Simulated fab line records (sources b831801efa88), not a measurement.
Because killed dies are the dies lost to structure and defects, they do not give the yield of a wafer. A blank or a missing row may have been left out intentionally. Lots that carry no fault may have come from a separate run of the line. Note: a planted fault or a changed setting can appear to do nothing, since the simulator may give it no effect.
A struck lot beside a sound one / flow sky130 / 29 steps out of a route of 708
Sound: the wafers L101.3, L101.4, L101.5. Wafers struck: L991.1, L991.3, L991.4. The cause is given at the end.
Per side, at each step with rows, come the tool, then ch with its chambers, and then its first start. Under that, the readings that differ: sound wafers / struck wafers / difference of the means / sigmas: that difference in standard deviations of wafers without a fault.
alike: same words and numbers on both sides, and readings whose means sit less than 2 such deviations apart. not compared: any withheld reading, any reading some wafer has no value for, any bound like >300 that may hide the same value, and any number with overlapping values for which the record gives no deviation.
A row with sigmas, a row that says differs or no value, or rows on one side alone: a step with any of these is where the two part. When numbers do not overlap yet have no deviation, they are printed without sigmas and do not part them. A reading missing from all wafers of one side parts the sides only when that side holds two or more wafers.

first, 2 steps without rows for these wafers: SKY_LOCAL_INTERCONNECT_PEB_09; SKY_LOCAL_INTERCONNECT_DEVELOP_10 (develop time 60 s).
SKY_LOCAL_INTERCONNECT_CD_MEAS_11: the cd target is 170 nm.
  sound on cdSem-02 at day 37 00:21; struck on cdSem-02 at day 33 11:48
  alike: cdNm
SKY_LOCAL_INTERCONNECT_OVL_MEAS_12:
  sound on overlay-01 at day 37 00:26; struck on overlay-01 at day 33 11:55
  alike: LOCAL_INTERCONNECT_OVL
SKY_LOCAL_INTERCONNECT_ETCH_13: etches BARC in N2/H2, stops on SiO2, time 45.9 s, target depth 60 nm.
  sound on rieMetal-03 ch 0,1, day 37 00:29; struck on rieMetal-03 ch 0,1, day 33 11:58
  alike: drypumpMotorCurrentA, h2FlowSccm, oesProductAu, throttleValvePct
  not compared: rfHoursCounterH
then, 1 step without rows for these wafers: SKY_LOCAL_INTERCONNECT_METAL_ETCH_14 (etches TiN in Cl2/BCl3, stops on PSG, target depth 110 nm, time 31.4 s).
SKY_LOCAL_INTERCONNECT_STRIP_15: strips in O2/N2.
  sound on plasmaAsher-01 ch 0,1, day 37 00:37; struck on plasmaAsher-04 ch 0,1, day 33 12:04
  alike: drypumpMotorCurrentA, oesProductAu, stripTimeToEndpointS
  not compared: rfHoursCounterH
then, 3 steps without rows for these wafers: SKY_LOCAL_INTERCONNECT_STRIP_16 (strips in post etch residue remover, time 1200 s); SKY_LOCAL_INTERCONNECT_CLEAN_17 (cleans in IPA, time 180 s); SKY_LOCAL_INTERCONNECT_CLEAN_18 (cleans in O3/DIW).
SKY_CONTACT_CVD_00: deposits Si3N4, target thk 75 nm.
  sound on pecvd-04 ch 1,2, day 37 01:12; struck on pecvd-04 ch 0,1,2, day 33 12:40
  alike: heaterPowerW
SKY_CONTACT_THK_MEAS_01:
  sound on filmMetro-01 at day 37 01:15; struck on filmMetro-03 at day 33 12:42
  alike: CONTACT_CVD_00_THK
SKY_CONTACT_HDPCVD_02: deposits SiO2, target thk 565 nm, time 94.2 s.
  sound on hdpcvd-02 ch 1,2, day 37 01:17; struck on hdpcvd-01 ch 0,2, day 33 12:46
  no value came back on the struck wafers for pressureMtorr (mTorr), runLengthS (s); on the sound wafers pressureMtorr (mTorr) reads 6.009 6.004 6.003
then, 1 step without rows for these wafers: SKY_CONTACT_CMP_04 (polishes SiO2).
SKY_CONTACT_BOW_MEAS_05:
  sound on filmMetro-01 at day 37 01:46; struck on filmMetro-01 at day 33 13:11
reading=CONTACT_BOW (um); sound=101 87 93; struck=66 68 68; difference=-26; sigmas=-4
then, 4 steps without rows for these wafers: SKY_CONTACT_DEHYDRATE_06 (time 60 s); SKY_CONTACT_HMDS_07 (prime time 60 s); SKY_CONTACT_COAT_08 (resist thk 60 nm); SKY_CONTACT_COAT_09 (resist thk 450 nm).
SKY_CONTACT_SOFTBAKE_10: time 92.27 s.
  sound: lithoTrack-02 ch 0; struck: lithoTrack-01 ch 0
  alike: plateSensorTCentreC, plateSensorTEdgeC
then, 3 steps without rows for these wafers: SKY_CONTACT_EXPOSE_11 (exposes mask CTM1, target cd 170 nm); SKY_CONTACT_PEB_12; SKY_CONTACT_DEVELOP_13 (develop time 60 s).
SKY_CONTACT_CD_MEAS_14: the cd target is 170 nm.
  sound on cdSem-02 at day 38 03:08; struck on cdSem-02 at day 34 15:30
  alike: cdNm
SKY_CONTACT_OVL_MEAS_15:
  sound on overlay-02 at day 38 03:14; struck on overlay-02 at day 34 15:37
  alike: CONTACT_OVL
SKY_CONTACT_ETCH_16: etches BARC in N2/H2, stops on SiO2, time 45.9 s, target depth 60 nm.
  sound on rieDiel-02 ch 1,3, day 38 03:16; struck on rieDiel-03 ch 2,3, day 34 15:40
reading=h2FlowSccm (sccm); sound=199.4 198.9 198.9; struck=201.1 199.7 200.8; difference=+1.5; sigmas=+2
  alike: drypumpMotorCurrentA, oesProductAu, throttleValvePct
  not compared: rfHoursCounterH
SKY_CONTACT_ETCH_17: etches SiO2 in C4F8/O2/Ar, stops on Si3N4, target depth 340 nm.
  sound on rieDiel-02 ch 1,3, day 38 03:18; struck on rieDiel-03 ch 2,3, day 34 15:42
reading=oesProductAu (a.u.); sound=0.896 0.896 0.890; struck=0.372 0.373 0.376; difference=-0.520; sigmas=-99 or more
reading=model.etch.depthNm (nm); sound=341.7 341.1 340.7; struck=0 0 0; difference=-341; sigmas=
then, 1 step without rows for these wafers: SKY_CONTACT_ETCH_18 (etches Si3N4 in CHF3/O2, stops on TiN, time 39 s, target depth 75 nm).
-- the record jumps here: 13 days lie between the struck wafers' starts before and after (it left off in module CONTACT and takes up again in module PAD_OPEN, whose first step shown is number 708 of the route) --
SKY_PAD_OPEN_PROBE_99:
  sound on prober-01 at day 50 10:22; struck on prober-02 at day 48 00:21
reading=killed_at_M0_to_M3; sound=32 45 47; struck=15 13 5; difference=-30; sigmas=-4
reading=killedAtContacts; sound=24 23 17; struck=468 476 481; difference=+454; sigmas=+77
reading=killedAtFrontEnd; sound=21 9 10; struck=6 2 2; difference=-10; sigmas=-2
reading=killedDies; sound=78 81 78; struck=492 492 492; difference=+413; sigmas=+38
reading=killedOnRim; sound=19 15 13; struck=96 96 96; difference=+80; sigmas=+22
reading=killedOpen; sound=39 41 52; struck=18 7 6; difference=-34; sigmas=-4
reading=killedShort; sound=39 40 26; struck=9 12 5; difference=-26; sigmas=-4
  alike: killed_at_M4_up, killedAtOther

== WHERE THEY PART ==
Earliest at SKY_CONTACT_HDPCVD_02; latest, in this record, at SKY_PAD_OPEN_PROBE_99.

WHY: what had been put in by the simulator
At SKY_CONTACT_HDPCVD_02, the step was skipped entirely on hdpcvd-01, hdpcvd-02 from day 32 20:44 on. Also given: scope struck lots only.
